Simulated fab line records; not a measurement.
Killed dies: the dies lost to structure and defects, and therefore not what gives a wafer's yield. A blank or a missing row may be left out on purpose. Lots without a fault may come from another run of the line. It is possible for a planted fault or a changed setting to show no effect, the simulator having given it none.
What tool caused it? -- flow sky130 -- Sampling: 13 lots, 39 wafers, 3 of 708 route steps

WHAT THE GAUGES READ, wafer by wafer
The record holds no reading of a measuring or inspecting step that can be judged against a usual standard deviation.

WHAT TOOL EACH LOT RAN ON (gives the tool, then ch and the chambers of the sampled wafers, and finally the start)
lot,SKY_VIA1_ETCH_14,SKY_VIA1_STRIP_16,SKY_PAD_OPEN_PROBE_99
L525,"rie_diel-04 ch 0,1,3, day 33 23:38","plasma_asher-01 ch 0,1, day 33 23:46",-
L528,"rie_diel-02 ch 2,3, day 34 21:02","plasma_asher-01 ch 0,1, day 34 21:08",-
L529,"rie_diel-02 ch 0,2, day 35 05:17","plasma_asher-01 ch 0, day 35 05:23",-
L530,"rie_diel-04 ch 1,2,3, day 35 16:13","plasma_asher-01 ch 0,1, day 35 16:18",-
L531,"rie_diel-02 ch 0,1,2, day 35 20:46","plasma_asher-01 ch 0,1, day 35 20:51",-
L538,"rie_diel-02 ch 1,2,3, day 38 02:56","plasma_asher-01 ch 0,1, day 38 03:02",-
L539,"rie_diel-03 ch 0,3, day 38 04:23","plasma_asher-01 ch 0,1, day 38 04:29","prober-02, day 48 23:40"
L541,"rie_diel-02 ch 0,1,3, day 38 15:46","plasma_asher-01 ch 0,1, day 38 15:51",-
L542,"rie_diel-04 ch 0,1,3, day 39 02:14","plasma_asher-02 ch 0,1, day 39 02:22",-
L543,"rie_diel-02 ch 0,1,3, day 39 11:59","plasma_asher-02 ch 1, day 39 12:05",-
L545,"rie_diel-02 ch 0,1,2, day 39 23:40","plasma_asher-03 ch 0,1, day 39 23:45",-
L547,"rie_diel-04 ch 0,1,3, day 40 14:28","plasma_asher-02 ch 0,1, day 40 14:33",-
L548,"rie_diel-02 ch 1,2,3, day 42 00:14","plasma_asher-03 ch 0, day 42 00:20",-
- SKY_VIA1_ETCH_14: etches BARC in N2/H2, stops on SiO2, time 45.9 s, target depth 60 nm.
- SKY_VIA1_STRIP_16: strips in O2/N2.
- SKY_PAD_OPEN_PROBE_99

WHAT THE TOOLS THEMSELVES READ (means of the sampled wafers that have a number; where no wafer has one, the mark that the record gives instead)
SKY_VIA1_ETCH_14.
lot,tool,drypump_motor_current_A (A),oes_product_au (a.u.),throttle_valve_pct (%)
L525,rie_diel-04,5.3,0.854,13.228
L528,rie_diel-02,5.7,0.852,13.229
L529,rie_diel-02,5.9,0.857,13.222
L530,rie_diel-04,5.3,0.851,13.219
L531,rie_diel-02,5.9,0.850,13.224
L538,rie_diel-02,6.0,0.851,13.214
L539,rie_diel-03,6.4,0.857,13.225
L541,rie_diel-02,6.2,0.853,13.222
L542,rie_diel-04,5.3,0.859,13.220
L543,rie_diel-02,6.2,0.854,13.219
L545,rie_diel-02,5.9,0.850,13.225
L547,rie_diel-04,5.3,0.856,13.223
L548,rie_diel-02,6.0,0.860,13.220

SKY_VIA1_STRIP_16.
lot,tool,drypump_motor_current_A (A),oes_product_au (a.u.),strip_time_to_endpoint_s (s)
L525,plasma_asher-01,5.9,0.415,4.402
L528,plasma_asher-01,5.6,0.416,4.473
L529,plasma_asher-01,5.3,0.421,4.508
L530,plasma_asher-01,5.6,0.411,4.410
L531,plasma_asher-01,5.8,0.417,4.468
L538,plasma_asher-01,5.9,0.411,4.447
L539,plasma_asher-01,5.8,0.413,4.474
L541,plasma_asher-01,5.6,0.417,4.454
L542,plasma_asher-02,5.9,0.415,4.427
L543,plasma_asher-02,5.1,0.415,4.427
L545,plasma_asher-03,5.7,0.412,4.433
L547,plasma_asher-02,5.9,0.416,4.418
L548,plasma_asher-03,5.7,0.417,4.454

SKY_PAD_OPEN_PROBE_99.
lot,tool,defect_limited_yield (%),killed_at_M0_to_M3,killed_at_M4_up,killed_at_contacts,killed_at_front_end,killed_at_other,killed_dies,killed_open,killed_short,sort_bin_3_pad_short (%),sort_bin_5_function (%),sort_bin_6_memory (%),sort_n_pass,sort_yield_pct (%)
L539,prober-02,83.0,40,3.7,27,12,0.0,83,46,37,0.7,10.5,5.7,409,83.0

THE ANSWER, worked out from the rows above alone
Rule: the usual values come from the lots themselves. Put in order of their means at a reading, lots are off if they are a third of the lots or fewer, leave a main group of 4 or more, and stand apart from it by a gap of 3 or more times the standard deviation of the main group's means; of several such gaps the widest counts. A main group whose means are all the same, to the digits that the tables above print for the reading, isn't used. A lot without any number at a reading at which 4 lots or more have one is off too. Where the step has rows for the other lots, those lots are counted as sound. Order of review: gauges by route order, followed by the tools' own readings, for which a lot's mean as printed above is used. The first step at which some lot is off is used, and at that step the reading that is off furthest; a lot without a number counts as furthest.
Nothing can be told from this: no lot is off at any reading shown.

WHAT HAD BEEN PUT IN BY THE SIMULATOR
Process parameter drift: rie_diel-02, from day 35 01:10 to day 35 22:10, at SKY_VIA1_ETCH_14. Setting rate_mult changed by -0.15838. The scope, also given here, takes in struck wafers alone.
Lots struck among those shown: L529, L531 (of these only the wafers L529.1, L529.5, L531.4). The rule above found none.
